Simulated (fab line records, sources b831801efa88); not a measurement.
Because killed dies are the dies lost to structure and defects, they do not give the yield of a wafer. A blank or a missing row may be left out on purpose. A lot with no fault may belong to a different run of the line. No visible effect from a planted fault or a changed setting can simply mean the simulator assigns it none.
fab line records	flow sky130
record: lots: 12	wafers: 36	last-day: 50
route steps=708 shown METAL1@435 VIA1@466 PAD_OPEN@708
lots that met no fault: from a run of the same line without faults
start-h: start of the lot's first displayed wafer, in hours after the record's first day	wait-h: hours from the lot's prior step to this one	" the same as in the row above	L1.1+2: a single row standing in for several wafers	- no value, or no start was given	* or withheld: withheld	< > ~ a bound
route shown NAME@n: NAME is a module with steps in the file, n the number in the route of the first one	usual: mean and standard deviation over wafers with no fault	same: alike in all rows	chamber/n: place in a boat	sites: per-site readings	_std_site: standard deviation of those values	_edge_site: inner sites' mean taken away from outer sites' mean	radius-mm: how far each site lies from the wafer's centre	mask NAME#n: copy n	behind: tool/chamber where the wafer was last shaped	hold: cause of the lot's hold/its duration in hours/its outcome	device: names the non-switching transistor (n, p or np)	end of line: tests of these same wafers at the route's end	step lacking rows: just its recipe	killed: not the wafer's yield, but the dies lost to structure and defects at the first sort	map: dies across one wafer; x = killed, . = not, _ = none there
set.NAME: the run value of the setting; set.NAME@STEP: its run value at that earlier step	model.NAME: the simulator's own value behind a step, which no gauge read
the route's steps for a sample of lots (tables are steps, rows are wafers)
services: a tool's chamber out of use, with start hour (start-h, from the record's first day; less than 0 if before it), hours out, and reason
== steps ==
step: SKY_METAL1_SPUTTER_01
recipe: material: TiN	target-thk-nm: 20	power-w: 6500	time-s: 16.7	chamber-pressure-pa: 0.4
usual: throttle-valve-pct: 30.3/1.3
lot.wafer	tool	chamber	start-h	wait-h	throttle-valve-pct
L208.2	pvd-sputter-01	-	744.50	0.0	30.2
L208.4	"	-	"	"	31.6
L208.5	"	-	"	"	30.6
L209.3	pvd-sputter-01	-	749.65	0.0	30.3
L209.5	"	-	"	"	31.6
L209.6	"	-	"	"	29.3
L210.1	pvd-sputter-01	-	758.29	0.0	30.6
L210.4	"	-	"	"	31.9
L210.6	"	-	"	"	29.1
L212.1	pvd-sputter-02	-	781.24	0.0	29.1
L212.5	"	-	"	"	31.8
L212.6	"	-	"	"	32.5
L215.3	pvd-sputter-04	-	798.97	0.0	28.2
L215.4	"	-	"	"	28.1
L215.6	"	-	"	"	29.6
L218.1	pvd-sputter-02	-	822.44	0.0	30.4
L218.5	"	-	"	"	32.8
L218.6	"	-	"	"	30.9
L219.1	pvd-sputter-04	-	831.89	0.0	28.7
L219.4	"	-	"	"	29.8
L219.5	"	-	"	"	29.5
L222.3	pvd-sputter-04	-	851.04	0.0	28.2
L222.5	"	-	"	"	28.4
L222.6	"	-	"	"	30.1
L224.1	pvd-sputter-02	-	874.13	0.0	31.8
L224.2	"	-	"	"	33.0
L224.4	"	-	"	"	29.3
L227.1	pvd-sputter-04	-	888.69	0.0	30.1
L227.3	"	-	"	"	28.5
L227.6	"	-	"	"	28.5
L228.1	pvd-sputter-01	-	889.37	0.0	30.6
L228.4	"	-	"	"	31.6
L228.6	"	-	"	"	30.2
L229.1	pvd-sputter-02	-	893.63	0.0	33.2
L229.2	"	-	"	"	29.4
L229.3	"	-	"	"	30.8
step: SKY_METAL1_SPUTTER_04
recipe: material: TiN	target-thk-nm: 70	power-w: 6500	time-s: 58.3	chamber-pressure-pa: 0.4
usual: throttle-valve-pct: 30.3/1.3
lot.wafer	tool	chamber	start-h	wait-h	throttle-valve-pct
L208.2	pvd-sputter-01	-	744.57	0.0	30.1
L208.4	"	-	"	"	31.7
L208.5	"	-	"	"	30.2
L209.3	pvd-sputter-01	-	749.72	0.0	30.1
L209.5	"	-	"	"	31.6
L209.6	"	-	"	"	29.3
L210.1	pvd-sputter-01	-	758.36	0.0	30.2
L210.4	"	-	"	"	31.8
L210.6	"	-	"	"	29.2
L212.1	pvd-sputter-02	-	781.31	0.0	29.5
L212.5	"	-	"	"	31.4
L212.6	"	-	"	"	32.8
L215.3	pvd-sputter-04	-	799.04	0.0	28.4
L215.4	"	-	"	"	28.4
L215.6	"	-	"	"	29.4
L218.1	pvd-sputter-02	-	822.51	0.0	30.4
L218.5	"	-	"	"	32.8
L218.6	"	-	"	"	30.5
L219.1	pvd-sputter-04	-	831.96	0.0	28.3
L219.4	"	-	"	"	29.7
L219.5	"	-	"	"	29.8
L222.3	pvd-sputter-04	-	851.11	0.0	28.7
L222.5	"	-	"	"	28.6
L222.6	"	-	"	"	30.0
L224.1	pvd-sputter-02	-	874.20	0.0	31.7
L224.2	"	-	"	"	32.9
L224.4	"	-	"	"	29.1
L227.1	pvd-sputter-04	-	888.76	0.0	29.9
L227.3	"	-	"	"	28.4
L227.6	"	-	"	"	28.5
L228.1	pvd-sputter-01	-	889.44	0.0	30.2
L228.4	"	-	"	"	31.8
L228.6	"	-	"	"	30.2
L229.1	pvd-sputter-02	-	893.70	0.0	32.8
L229.2	"	-	"	"	29.3
L229.3	"	-	"	"	30.3
step: SKY_VIA1_SOFTBAKE_08
recipe: temp-c: 100	time-s: 90	resist: KrF-thick
usual: heater-power-total-W: 57.35/0.11	plate-temp-C: 99.99/0.13	run-length-s: 119.12/0.25
lot.wafer	tool	chamber	start-h	wait-h	heater-power-total-W	plate-temp-C	run-length-s
L208.2	litho-track-03	0	785	-	57.22	99.93	119.27
L208.4	"	0	"	"	57.33	100.12	118.86
L208.5	"	0	"	"	57.33	99.79	118.86
L209.3	litho-track-02	0	792	-	57.52	100.08	118.82
L209.5	"	0	"	"	57.44	100.22	118.79
L209.6	"	0	"	"	57.12	100.32	118.96
L210.1	litho-track-01	0	799	-	57.46	99.94	119.55
L210.4	"	0	"	"	57.25	100.17	119.34
L210.6	"	0	"	"	57.47	100.20	119.66
L212.1	litho-track-01	0	820	-	57.49	99.90	119.71
L212.5	"	0	"	"	57.41	99.67	119.55
L212.6	"	0	"	"	57.58	99.83	119.32
L215.3	litho-track-01	0	838	-	57.42	99.98	119.54
L215.4	"	0	"	"	57.33	99.80	119.24
L215.6	"	0	"	"	57.21	100.07	119.36
L218.1	litho-track-02	0	863	-	57.56	99.94	118.88
L218.5	"	0	"	"	57.31	100.01	118.80
L218.6	"	0	"	"	57.31	100.14	119.13
L219.1	litho-track-02	0	872	-	57.34	99.79	118.78
L219.4	"	0	"	"	57.23	99.89	118.97
L219.5	"	0	"	"	57.51	100.11	119.14
L222.3	litho-track-01	0	890	-	72.92	-	72.91
L222.5	"	0	"	"	72.95	-	72.75
L222.6	"	0	"	"	72.96	-	72.90
L224.1	litho-track-01	0	913	-	73.20	-	72.94
L224.2	"	0	"	"	73.29	-	73.00
L224.4	"	0	"	"	72.80	-	72.84
L227.1	litho-track-03	0	927	-	57.24	100.10	118.90
L227.3	"	0	"	"	57.48	99.74	119.20
L227.6	"	0	"	"	57.46	99.95	118.93
L228.1	litho-track-02	0	928	-	57.50	99.94	119.12
L228.4	"	0	"	"	57.56	100.05	118.78
L228.6	"	0	"	"	57.52	100.12	118.84
L229.1	litho-track-02	0	933	-	57.16	99.97	118.81
L229.2	"	0	"	"	57.15	99.97	118.88
L229.3	"	0	"	"	57.51	99.88	118.97
step: SKY_VIA1_STRIP_16
recipe: chemistry: O2/N2	power-w: 1400	pressure-mtorr: 1500	platen-temp-c: withheld	o2-flow-sccm: 3000	n2-flow-sccm: 300	overash-fraction: 0.5
usual: drypump-motor-current-A: 5.9/0.39	oes-product-au: 0.415/0.0043	strip-time-to-endpoint-s: 4.462/0.021
lot.wafer	tool	chamber	start-h	wait-h	drypump-motor-current-A	oes-product-au	rf-hours-counter-h	strip-time-to-endpoint-s
L208.2	plasma-asher-02	0	799.05	0.0	5.4	0.418	102	4.481
L208.4	"	0	"	"	5.4	0.407	-	4.460
L208.5	"	0	"	"	5.4	0.417	-	4.468
L209.3	plasma-asher-03	0	806.17	0.1	6.2	0.412	-	4.434
L209.5	"	1	"	"	5.5	0.416	-	4.449
L209.6	"	0	"	"	6.1	0.417	-	4.456
L210.1	plasma-asher-03	0	812.19	0.0	6.1	0.414	72	4.482
L210.4	"	1	"	"	5.5	0.421	-	4.492
L210.6	"	1	"	"	5.5	0.412	-	4.451
L212.1	plasma-asher-03	1	834.55	0.0	5.5	0.415	75	4.462
L212.5	"	1	"	"	5.5	0.411	-	4.470
L212.6	"	0	"	"	6.1	0.414	-	4.426
L215.3	plasma-asher-03	1	852.06	0.1	5.5	0.416	-	4.467
L215.4	"	0	"	"	6.2	0.411	-	4.469
L215.6	"	0	"	"	6.1	0.416	-	4.456
L218.1	plasma-asher-04	1	875.82	0.0	6.4	0.417	31	4.436
L218.5	"	0	"	"	5.9	0.415	-	4.422
L218.6	"	1	"	"	6.4	0.418	-	4.433
L219.1	plasma-asher-02	0	885.62	0.0	5.4	0.409	113	4.472
L219.4	"	0	"	"	5.4	0.410	-	4.445
L219.5	"	0	"	"	5.4	0.415	-	4.441
L222.3	plasma-asher-03	0	902.67	0.1	6.2	0.418	-	4.515
L222.5	"	1	"	"	5.5	0.417	-	4.493
L222.6	"	0	"	"	6.1	0.417	-	4.513
L224.1	plasma-asher-04	1	926.22	0.0	6.5	0.419	36	4.514
L224.2	"	0	"	"	5.9	0.418	36	4.503
L224.4	"	0	"	"	5.9	0.413	-	4.466
L227.1	plasma-asher-02	0	939.90	0.0	5.4	0.411	117	4.452
L227.3	"	1	"	"	6.2	0.411	-	4.443
L227.6	"	0	"	"	5.3	0.416	-	4.445
L228.1	plasma-asher-04	1	941.02	0.0	6.4	0.413	38	4.483
L228.4	"	0	"	"	5.9	0.417	-	4.485
L228.6	"	0	"	"	5.9	0.417	-	4.450
L229.1	plasma-asher-04	1	945.85	0.0	6.4	0.421	39	4.438
L229.2	"	0	"	"	5.9	0.413	39	4.482
L229.3	"	0	"	"	5.9	0.416	-	4.470
step: SKY_PAD_OPEN_PROBE_99
usual: defect-limited-yield: 82.2/1.9	killed_at_M0_to_M3: 44/6.6	killed_at_M4_up: 3.4/1.9	killed-at-contacts: 25/5.6	killed-at-front-end: 15/4.6	killed-at-other: 0.3/0.6	killed-dies: 88/9.5	killed-open: 47/7.1	killed-short: 40/6.4	sort_bin_3_pad_short: 1.0/0.47	sort_bin_5_function: 10.4/1.4	sort_bin_6_memory: 6.4/1.1	sort-n-pass: 404/9.5	sort-yield-pct: 82.2/1.9
same: gross-dies: 492	killed-at-back-side: 0	sort_bin_4_leakage[%]: 0	sort_bin_8_speed[%]: 0
lot.wafer	tool	chamber	start-h	wait-h	defect-limited-yield[%]	killed_at_M0_to_M3	killed_at_M4_up	killed-at-contacts	killed-at-front-end	killed-at-other	killed-dies	killed-open	killed-short	sort_bin_3_pad_short[%]	sort_bin_5_function[%]	sort_bin_6_memory[%]	sort-n-pass	sort-yield-pct[%]
L208.2	prober-01	-	1082.63	0.1	84.1	44	2	20	12	0	78	37	41	2.0	7.7	6.1	414	84.1
L208.4	prober-01	-	1082.73	0.2	80.5	48	4	24	20	0	96	51	45	1.2	11.4	6.9	396	80.5
L208.5	prober-01	-	1082.78	0.2	82.3	51	1	23	12	0	87	46	41	0.6	9.8	7.3	405	82.3
L209.3	prober-02	-	1085.81	0.2	79.3	53	3	31	15	0	102	54	47	1.2	12.4	7.1	390	79.3
L209.5	prober-02	-	1085.91	0.2	82.7	43	2	22	18	0	85	46	39	0.4	9.3	7.5	407	82.7
L209.6	prober-02	-	1085.96	0.2	80.5	43	4	36	13	0	96	56	39	1.0	9.8	8.7	396	80.5
L210.1	prober-01	-	1092.92	0.1	83.7	48	3	14	15	0	80	43	37	0.6	9.8	5.9	412	83.7
L210.4	prober-01	-	1093.07	0.2	81.9	38	4	32	15	0	89	45	44	1.6	9.3	7.1	403	81.9
L210.6	prober-01	-	1093.17	0.2	77.6	65	1	24	20	0	110	64	46	0.2	15.4	6.7	382	77.6
L212.1	prober-01	-	1108.92	0.1	85.8	32	5	16	17	0	70	28	42	0.2	7.7	6.3	422	85.8
L212.5	prober-01	-	1109.12	0.2	85.6	39	1	20	11	0	71	43	28	0.8	9.1	4.5	421	85.6
L212.6	prober-01	-	1109.17	0.2	85.6	38	0	22	11	0	71	39	32	0.2	9.1	5.1	421	85.6
L215.3	prober-02	-	1121.18	0.2	78.7	59	4	30	11	1	105	56	49	0.6	13.6	7.1	387	78.7
L215.4	prober-02	-	1121.23	0.2	79.3	60	4	30	8	0	102	58	44	0.8	12.4	7.5	390	79.3
L215.6	prober-02	-	1121.33	0.2	84.1	37	2	23	16	0	78	44	34	1.8	7.5	6.5	414	84.1
L218.1	prober-01	-	1139.53	0.1	78.3	57	7	24	19	0	107	58	49	0.6	13.8	7.3	385	78.3
L218.5	prober-01	-	1139.73	0.2	85.0	32	2	24	15	1	74	43	31	1.4	8.3	5.3	418	85.0
L218.6	prober-01	-	1139.78	0.2	80.1	43	6	34	15	0	98	56	42	1.6	11.0	7.3	394	80.1
L219.1	prober-02	-	1148.82	0.1	81.5	51	6	18	16	0	91	54	37	0.8	11.8	5.9	401	81.5
L219.4	prober-02	-	1148.97	0.2	80.5	42	3	29	22	0	96	49	46	1.0	11.2	7.3	396	80.5
L219.5	prober-02	-	1149.02	0.2	83.5	40	1	24	16	0	81	43	37	0.8	11.2	4.5	411	83.5
L222.3	prober-01	-	1158.77	0.2	83.3	34	5	29	13	1	82	46	36	0.6	10.2	5.9	410	83.3
L222.5	prober-01	-	1158.87	0.2	81.7	39	1	29	21	0	90	46	44	1.8	8.9	7.5	402	81.7
L222.6	prober-01	-	1158.92	0.2	85.2	38	1	14	20	0	73	36	37	0.4	9.1	5.3	419	85.2
L224.1	prober-01	-	1175.76	0.1	80.9	45	5	27	17	0	94	41	53	1.0	10.4	7.7	398	80.9
L224.2	prober-01	-	1175.81	0.1	82.9	39	4	22	19	0	84	40	44	1.0	9.3	6.7	408	82.9
L224.4	prober-01	-	1175.91	0.2	82.3	51	4	23	9	0	87	43	44	1.8	8.5	7.3	405	82.3
L227.1	prober-01	-	1185.67	0.1	78.3	53	1	34	19	0	107	56	51	1.2	14.0	6.5	385	78.3
L227.3	prober-01	-	1185.77	0.2	82.1	42	3	27	16	0	88	40	48	0.6	11.2	6.1	404	82.1
L227.6	prober-01	-	1185.92	0.2	81.7	47	4	30	9	0	90	62	27	0.4	12.6	5.3	402	81.7
L228.1	prober-02	-	1187.17	0.1	82.5	41	2	24	19	0	86	43	43	1.4	10.6	5.5	406	82.5
L228.4	prober-02	-	1187.32	0.2	82.7	37	2	24	21	1	85	46	39	1.4	10.2	5.7	407	82.7
L228.6	prober-02	-	1187.42	0.2	78.9	44	4	30	26	0	104	47	57	1.4	13.0	6.7	388	78.9
L229.1	prober-01	-	1189.66	0.1	80.7	41	4	34	15	1	95	46	49	1.0	12.0	6.3	397	80.7
L229.2	prober-01	-	1189.71	0.1	81.9	44	3	23	19	0	89	57	31	1.0	11.0	6.1	403	81.9
L229.3	prober-01	-	1189.76	0.2	82.9	37	2	30	15	0	84	48	36	0.8	10.2	6.1	408	82.9
killed by level:class
L208.2 CONTACT:geometric-particle:open=8 VIA1:geometric-particle:short=8 METAL1:geometric-particle:short=7 CONTACT:geometric-particle:short=6 LI_CONTACT:geometric-particle:open=5 FIELD_ISO:geometric-particle:open=4 METAL2:geometric-particle:open=4 VIA1:geometric-particle:open=4
L208.4 VIA1:geometric-particle:open=13 CONTACT:geometric-particle:open=11 LI_CONTACT:geometric-particle:open=8 METAL1:geometric-particle:short=7 FIELD_ISO:geometric-particle:short=6 METAL2:geometric-particle:short=6 POLY_GATE:geometric-particle:short=5 VIA1:geometric-particle:short=5
L208.5 VIA1:geometric-particle:open=10 LI_CONTACT:geometric-particle:open=8 METAL1:geometric-particle:short=8 METAL2:geometric-particle:short=7 CONTACT:geometric-particle:open=7 VIA2:geometric-particle:open=7 POLY_GATE:geometric-particle:short=5 VIA3:geometric-particle:open=5
L209.3 LI_CONTACT:geometric-particle:open=13 VIA1:geometric-particle:open=12 VIA2:geometric-particle:open=11 VIA1:geometric-particle:short=9 METAL2:geometric-particle:short=9 CONTACT:geometric-particle:open=7 FIELD_ISO:geometric-particle:short=4 SPACER:geometric-particle:short=4
L209.5 CONTACT:geometric-particle:open=10 VIA1:geometric-particle:open=9 METAL1:geometric-particle:short=7 LI_CONTACT:geometric-particle:open=7 SPACER:geometric-particle:short=6 FIELD_ISO:geometric-particle:open=5 METAL2:geometric-particle:short=4 VIA2:geometric-particle:open=4
L209.6 CONTACT:geometric-particle:open=14 LI_CONTACT:geometric-particle:open=12 VIA1:geometric-particle:open=8 METAL1:geometric-particle:short=6 METAL2:geometric-particle:short=6 VIA2:geometric-particle:open=5 LOCAL_INTERCONNECT:geometric-particle:short=5 VIA2:geometric-particle:short=5
L210.1 VIA1:geometric-particle:open=15 FIELD_ISO:geometric-particle:short=6 VIA3:geometric-particle:open=6 METAL1:geometric-particle:short=5 METAL2:geometric-particle:short=5 FIELD_ISO:geometric-particle:open=4 LI_CONTACT:geometric-particle:open=4 VIA1:geometric-particle:short=4
L210.4 CONTACT:geometric-particle:open=14 VIA1:geometric-particle:open=8 CONTACT:geometric-particle:short=6 LI_CONTACT:geometric-particle:open=5 VIA1:geometric-particle:short=5 VIA3:geometric-particle:open=5 POLY_GATE:geometric-particle:short=4 VIA3:geometric-particle:short=4
L210.6 VIA1:geometric-particle:open=16 VIA2:geometric-particle:open=10 METAL1:geometric-particle:short=9 VIA3:geometric-particle:open=9 FIELD_ISO:geometric-particle:open=7 LOCAL_INTERCONNECT:geometric-particle:short=6 METAL2:geometric-particle:short=6 FIELD_ISO:geometric-particle:short=5
L212.1 POLY_GATE:geometric-particle:short=7 METAL1:geometric-particle:short=7 METAL2:geometric-particle:short=6 LI_CONTACT:geometric-particle:open=5 LOCAL_INTERCONNECT:geometric-particle:short=5 FIELD_ISO:geometric-particle:short=4 CONTACT:geometric-particle:open=4 VIA2:geometric-particle:open=4
L212.5 VIA1:geometric-particle:open=14 VIA2:geometric-particle:open=8 CONTACT:geometric-particle:short=6 CONTACT:geometric-particle:open=6 VIA1:geometric-particle:short=5 POLY_GATE:geometric-particle:open=4 FIELD_ISO:geometric-particle:short=3 VIA3:geometric-particle:open=3
L212.6 VIA2:geometric-particle:open=8 VIA1:geometric-particle:open=7 LI_CONTACT:geometric-particle:open=6 METAL1:geometric-particle:short=5 LOCAL_INTERCONNECT:geometric-particle:short=5 CONTACT:geometric-particle:open=5 VIA3:geometric-particle:open=5 CONTACT:geometric-particle:short=4
L215.3 VIA1:geometric-particle:open=17 CONTACT:geometric-particle:open=13 VIA1:geometric-particle:short=10 VIA2:geometric-particle:open=7 METAL2:geometric-particle:short=5 LI_CONTACT:geometric-particle:short=5 LOCAL_INTERCONNECT:geometric-particle:short=5 VIA3:geometric-particle:short=5
L215.4 LI_CONTACT:geometric-particle:open=16 VIA1:geometric-particle:open=14 VIA2:geometric-particle:open=9 METAL2:geometric-particle:short=8 CONTACT:geometric-particle:open=7 VIA1:geometric-particle:short=6 VIA3:geometric-particle:open=5 METAL1:geometric-particle:short=5
L215.6 VIA1:geometric-particle:open=11 LI_CONTACT:geometric-particle:open=8 POLY_GATE:geometric-particle:open=7 CONTACT:geometric-particle:short=6 VIA2:geometric-particle:open=6 FIELD_ISO:geometric-particle:short=5 VIA1:geometric-particle:short=4 FIELD_ISO:geometric-particle:open=3
L218.1 VIA3:geometric-particle:open=13 VIA1:geometric-particle:open=12 CONTACT:geometric-particle:open=10 VIA2:geometric-particle:short=7 FIELD_ISO:geometric-particle:short=6 POLY_GATE:geometric-particle:short=6 LI_CONTACT:geometric-particle:open=6 METAL2:geometric-particle:short=5
L218.5 CONTACT:geometric-particle:open=12 VIA1:geometric-particle:open=9 POLY_GATE:geometric-particle:open=7 METAL2:geometric-particle:short=7 LI_CONTACT:geometric-particle:open=6 VIA1:geometric-particle:short=5 METAL1:geometric-particle:short=4 CONTACT:geometric-particle:short=4
L218.6 LI_CONTACT:geometric-particle:open=10 VIA3:geometric-particle:open=9 CONTACT:geometric-particle:open=9 VIA1:geometric-particle:open=9 METAL2:geometric-particle:short=7 CONTACT:geometric-particle:short=5 LOCAL_INTERCONNECT:geometric-particle:short=5 VIA1:geometric-particle:short=5
L219.1 VIA1:geometric-particle:open=13 CONTACT:geometric-particle:open=10 VIA2:geometric-particle:open=8 METAL1:geometric-particle:short=7 VIA1:geometric-particle:short=5 METAL2:geometric-particle:short=5 FIELD_ISO:geometric-particle:short=4 POLY_GATE:geometric-particle:open=4
L219.4 CONTACT:geometric-particle:open=10 FIELD_ISO:geometric-particle:short=9 LI_CONTACT:geometric-particle:open=9 VIA2:geometric-particle:open=8 CONTACT:geometric-particle:short=7 VIA1:geometric-particle:open=6 FIELD_ISO:geometric-particle:open=5 VIA1:geometric-particle:short=5
L219.5 CONTACT:geometric-particle:open=9 VIA1:geometric-particle:open=7 LI_CONTACT:geometric-particle:open=6 METAL1:geometric-particle:short=6 VIA2:geometric-particle:open=6 VIA3:geometric-particle:open=6 FIELD_ISO:geometric-particle:open=5 METAL2:geometric-particle:short=5
L222.3 CONTACT:geometric-particle:open=14 CONTACT:geometric-particle:short=10 VIA2:geometric-particle:open=7 METAL2:geometric-particle:short=5 VIA1:geometric-particle:open=5 VIA3:geometric-particle:open=5 METAL4:geometric-particle:short=4 FIELD_ISO:geometric-particle:open=3
L222.5 CONTACT:geometric-particle:open=12 VIA3:geometric-particle:open=7 LI_CONTACT:geometric-particle:open=6 METAL1:geometric-particle:short=6 POLY_GATE:geometric-particle:open=5 VIA1:geometric-particle:open=5 VIA3:geometric-particle:short=5 FIELD_ISO:geometric-particle:short=4
L222.6 FIELD_ISO:geometric-particle:short=7 POLY_GATE:geometric-particle:short=7 METAL1:geometric-particle:short=7 VIA2:geometric-particle:open=7 VIA1:geometric-particle:open=6 FIELD_ISO:geometric-particle:open=5 CONTACT:geometric-particle:open=5 VIA3:geometric-particle:open=5
L224.1 CONTACT:geometric-particle:open=9 CONTACT:geometric-particle:short=8 VIA1:geometric-particle:open=8 METAL1:geometric-particle:short=7 METAL2:geometric-particle:short=7 POLY_GATE:geometric-particle:short=6 LI_CONTACT:geometric-particle:open=5 VIA2:geometric-particle:short=5
L224.2 LI_CONTACT:geometric-particle:open=9 VIA1:geometric-particle:open=6 VIA3:geometric-particle:open=6 VIA3:geometric-particle:short=6 FIELD_ISO:geometric-particle:short=5 FIELD_ISO:geometric-particle:open=5 CONTACT:geometric-particle:open=5 VIA2:geometric-particle:open=5
L224.4 VIA1:geometric-particle:open=11 CONTACT:geometric-particle:open=9 METAL1:geometric-particle:short=8 METAL3:geometric-particle:short=6 METAL2:geometric-particle:short=6 LOCAL_INTERCONNECT:geometric-particle:short=5 VIA3:geometric-particle:open=5 VIA2:geometric-particle:open=5
L227.1 VIA1:geometric-particle:open=15 CONTACT:geometric-particle:open=9 LI_CONTACT:geometric-particle:open=8 VIA3:geometric-particle:open=7 CONTACT:geometric-particle:short=7 FIELD_ISO:geometric-particle:short=6 METAL1:geometric-particle:short=6 VIA1:geometric-particle:short=6
L227.3 VIA1:geometric-particle:open=12 CONTACT:geometric-particle:open=8 FIELD_ISO:geometric-particle:short=7 LOCAL_INTERCONNECT:geometric-particle:short=6 CONTACT:geometric-particle:short=6 VIA3:geometric-particle:open=6 METAL2:geometric-particle:short=5 POLY_GATE:geometric-particle:short=4
L227.6 CONTACT:geometric-particle:open=15 VIA1:geometric-particle:open=15 VIA2:geometric-particle:open=9 VIA3:geometric-particle:open=6 LI_CONTACT:geometric-particle:open=5 METAL2:geometric-particle:short=5 CONTACT:geometric-particle:short=4 FIELD_ISO:geometric-particle:open=3
L228.1 VIA1:geometric-particle:short=11 VIA1:geometric-particle:open=9 LI_CONTACT:geometric-particle:open=8 VIA3:geometric-particle:open=6 LI_CONTACT:geometric-particle:short=5 FIELD_ISO:geometric-particle:open=4 CONTACT:geometric-particle:open=4 CONTACT:geometric-particle:short=4
L228.4 CONTACT:geometric-particle:open=10 VIA1:geometric-particle:open=8 LI_CONTACT:geometric-particle:open=6 FIELD_ISO:geometric-particle:short=5 FIELD_ISO:geometric-particle:open=5 POLY_GATE:geometric-particle:open=5 METAL3:geometric-particle:short=5 VIA3:geometric-particle:open=5
L228.6 VIA1:geometric-particle:open=12 CONTACT:geometric-particle:open=10 FIELD_ISO:geometric-particle:short=9 CONTACT:geometric-particle:short=9 VIA2:geometric-particle:open=8 VIA1:geometric-particle:short=7 METAL1:geometric-particle:short=7 METAL2:geometric-particle:short=6
L229.1 CONTACT:geometric-particle:open=12 LOCAL_INTERCONNECT:geometric-particle:short=7 CONTACT:geometric-particle:short=7 VIA1:geometric-particle:short=7 LI_CONTACT:geometric-particle:open=6 METAL1:geometric-particle:short=6 METAL2:geometric-particle:short=6 FIELD_ISO:geometric-particle:short=5
L229.2 CONTACT:geometric-particle:open=15 VIA1:geometric-particle:open=13 VIA1:geometric-particle:short=7 FIELD_ISO:geometric-particle:open=6 METAL1:geometric-particle:short=6 VIA3:geometric-particle:open=6 FIELD_ISO:geometric-particle:short=5 POLY_GATE:geometric-particle:open=5
L229.3 LI_CONTACT:geometric-particle:open=10 VIA1:geometric-particle:open=9 CONTACT:geometric-particle:open=8 VIA3:geometric-particle:open=7 FIELD_ISO:geometric-particle:open=5 FIELD_ISO:geometric-particle:short=5 CONTACT:geometric-particle:short=5 LI_CONTACT:geometric-particle:short=4
== services ==
tool	chamber	start-h	hours	kind
plasma-asher-04	-	722.16	120.1	pm
plasma-asher-02	-	766.42	12.0	repair
pvd-sputter-02	-	776.67	4.0	repair
plasma-asher-04	-	865.22	1.0	repair
pvd-sputter-02	-	894.16	0.6	repair
pvd-sputter-01	-	898.87	9.4	repair
plasma-asher-04	-	923.75	2.0	repair
plasma-asher-02	-	931.11	8.5	repair
== key ==
first-sign: step: SKY_VIA1_SOFTBAKE_08	reading: run-length-s	direction: down	sigmas: 99+	usual: *	struck: *
effect: step: SKY_VIA1_SOFTBAKE_08	reading: heater-power-total-W	direction: up	sigmas: 99+	usual: *	struck: *
met-at SKY_VIA1_SOFTBAKE_08
struck-lots L222,L224
not-acting-at SKY_METAL1_SPUTTER_01,SKY_METAL1_SPUTTER_04,SKY_VIA1_STRIP_16
onset-between 838 890
fault: kind: process-parameter-drift	tool: litho-track-01	chamber: -	onset-h: 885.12	steps: SKY_VIA1_SOFTBAKE_08	channel: time-s	offset: *	shape: step	end-h: 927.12	acts-in: *	stated: *
